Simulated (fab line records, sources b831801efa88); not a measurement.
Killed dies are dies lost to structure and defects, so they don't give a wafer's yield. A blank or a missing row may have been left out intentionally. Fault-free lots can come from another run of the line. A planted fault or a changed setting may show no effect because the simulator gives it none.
Comparing a struck lot with a sound one	flow sky130	41 out of 708 route steps
Sound: these wafers, L895.1, L895.3, L895.5. The struck wafers were L891.1, L891.5, L891.6. The cause comes at the end.
Order at every step that has rows: each side's tool, ch and its chambers, its first start. Under that, the readings that differ: sound wafers	struck wafers	difference of the means	sigmas: that difference in standard deviations of wafers without a fault.
alike: readings whose means differ by less than 2 such deviations, and words and numbers that are the same on both sides. not compared: withheld readings, readings that some wafer has no value for, bounds like >300 that may hide the same value, and numbers for which the record gives no deviation and whose values overlap.
Wherever a step has rows on one side only, a row that says differs or no value, or a row with sigmas, the two part there. Numbers that don't overlap but have no deviation are shown without sigmas and don't part them. A reading that every wafer of one side lacks parts them only if that side has two wafers or more.

first, 8 steps without rows for these wafers: SKY_POLY_GATE_ETCH_15 (etches BARC in N2/H2, stops on SiO2, time 118.5 s, target depth 110 nm); SKY_POLY_GATE_ETCH_16 (etches Si3N4 in CH3F/O2, stops on poly-Si, time 147.5 s, target depth 75 nm); SKY_POLY_GATE_ETCH_17 (etches poly-Si in HBr/Cl2, stops on SiO2, target depth 180 nm, time 70.5 s); SKY_POLY_GATE_STRIP_18 (strips in O2/N2); SKY_POLY_GATE_CLEAN_19 (cleans in SC1/SC2, time 150 s); SKY_POLY_GATE_OXIDATION_20 (stabilise 600 s, purge 300 s, target thk 4 nm); SKY_LDD_N_DEHYDRATE_00 (time 60 s); SKY_LDD_N_HMDS_01 (prime time 60 s).
SKY_LDD_N_COAT_02: resist thk 300 nm.
  struck on litho track-03, day 23 14:58; sound on litho track-04 ch 0, day 25 01:42
  no value came back on the struck wafers for chill plate temp C (C), dispense pressure kPa (kPa); on the sound wafers chill plate temp C (C) reads 22.87 22.80 22.97
then, 4 steps without rows for these wafers: SKY_LDD_N_SOFTBAKE_03 (time 60 s); SKY_LDD_N_EXPOSE_04 (exposes mask NTM, target cd 840 nm); SKY_LDD_N_PEB_05; SKY_LDD_N_DEVELOP_06 (develop time 60 s).
SKY_LDD_N_OVL_MEAS_07:
  sound on overlay-01 at day 25 17:37; struck on overlay-01 at day 24 06:40
reading	sound	struck	difference	sigmas
LDD_N_OVL (nm)	1.5 2.0 0.9	- - -	no value on the struck wafers	
then, 18 steps without rows for these wafers: SKY_LDD_N_IMPLANT_08; SKY_LDD_N_IMPLANT_09; SKY_LDD_N_IMPLANT_10; SKY_LDD_N_IMPLANT_11; SKY_LDD_N_IMPLANT_12; SKY_LDD_N_IMPLANT_13; SKY_LDD_N_IMPLANT_14; SKY_LDD_N_IMPLANT_15; SKY_LDD_N_STRIP_16 (strips in O2/N2); SKY_LDD_P_DEHYDRATE_00 (time 60 s); SKY_LDD_P_HMDS_01 (prime time 60 s); SKY_LDD_P_COAT_02 (resist thk 1140 nm); SKY_LDD_P_SOFTBAKE_03 (time 60 s); SKY_LDD_P_EXPOSE_04 (exposes mask PSDM, target cd 380 nm); SKY_LDD_P_PEB_05; SKY_LDD_P_DEVELOP_06 (develop time 60 s); SKY_LDD_P_IMPLANT_09; SKY_LDD_P_STRIP_10 (strips in O2/N2).
SKY_LDD_P_TW_MEAS_11:
  sound on film metro-04 at day 27 00:10; struck on film metro-02 at day 25 13:37
reading	sound	struck	difference	sigmas
LDD_P_TW	643 643 641	2617 2610 2606	+1969	+99 or more
then, 2 steps without rows for these wafers: SKY_LDD_HVN_DEHYDRATE_00 (time 60 s); SKY_LDD_HVN_HMDS_01 (prime time 60 s).
SKY_LDD_HVN_TW_MEAS_10:
  sound on film metro-01 at day 28 05:06; struck on film metro-03 at day 26 19:03
reading	sound	struck	difference	sigmas
LDD_HVN_TW	1409 1411 1419	2695 2691 2698	+1282	+92
SKY_LDD_HVP_TW_MEAS_10:
  sound on film metro-03 at day 29 08:12; struck on film metro-01 at day 27 23:29
reading	sound	struck	difference	sigmas
LDD_HVP_TW	454 456 456	2551 2551 2557	+2098	+99 or more
SKY_LDD_LDN_TW_MEAS_13:
  sound on film metro-03 at day 30 12:54; struck on film metro-04 at day 29 04:00
reading	sound	struck	difference	sigmas
LDD_LDN_TW	1472 1471 1475	2681 2664 2677	+1201	+99 or more
-- the record jumps here: 2 days lie between the struck wafers' starts before and after (it left off in module LDD_LDN and takes up again in module SD_P, whose first step shown is number 331 of the route) --
SKY_SD_P_TW_MEAS_11:
  sound on film metro-01 at day 32 22:04; struck on film metro-01 at day 31 13:04
reading	sound	struck	difference	sigmas
SD_P_TW	2802 2781 2798	3007 2972 2982	+193	+7
SKY_RES_XHIGH_TW_MEAS_09:
  sound on film metro-02 at day 34 00:25; struck on film metro-03 at day 32 15:15
reading	sound	struck	difference	sigmas
RES_XHIGH_TW	1667 1657 1666	2681 2670 2666	+1009	+67
-- the record jumps here: 17 days lie between the struck wafers' starts before and after (it left off in module RES_XHIGH and takes up again in module PAD_OPEN, whose first step shown is number 708 of the route) --
SKY_PAD_OPEN_PROBE_99:
  sound on prober-01 at day 50 18:08; struck on prober-02 at day 50 00:26
reading	sound	struck	difference	sigmas
killed at front end	9 10 12	429 420 418	+412	+94
killed dies	75 65 85	492 492 492	+417	+45
killed on rim	11 12 18	96 96 96	+82	+22
  alike: killed_at_M0_to_M3, killed_at_M4_up, killed at contacts, killed at other, killed open, killed short

== WHERE THEY PART ==
At SKY_LDD_N_COAT_02 first; at SKY_PAD_OPEN_PROBE_99 last (within this record only).

WHY: what had been put in by the simulator
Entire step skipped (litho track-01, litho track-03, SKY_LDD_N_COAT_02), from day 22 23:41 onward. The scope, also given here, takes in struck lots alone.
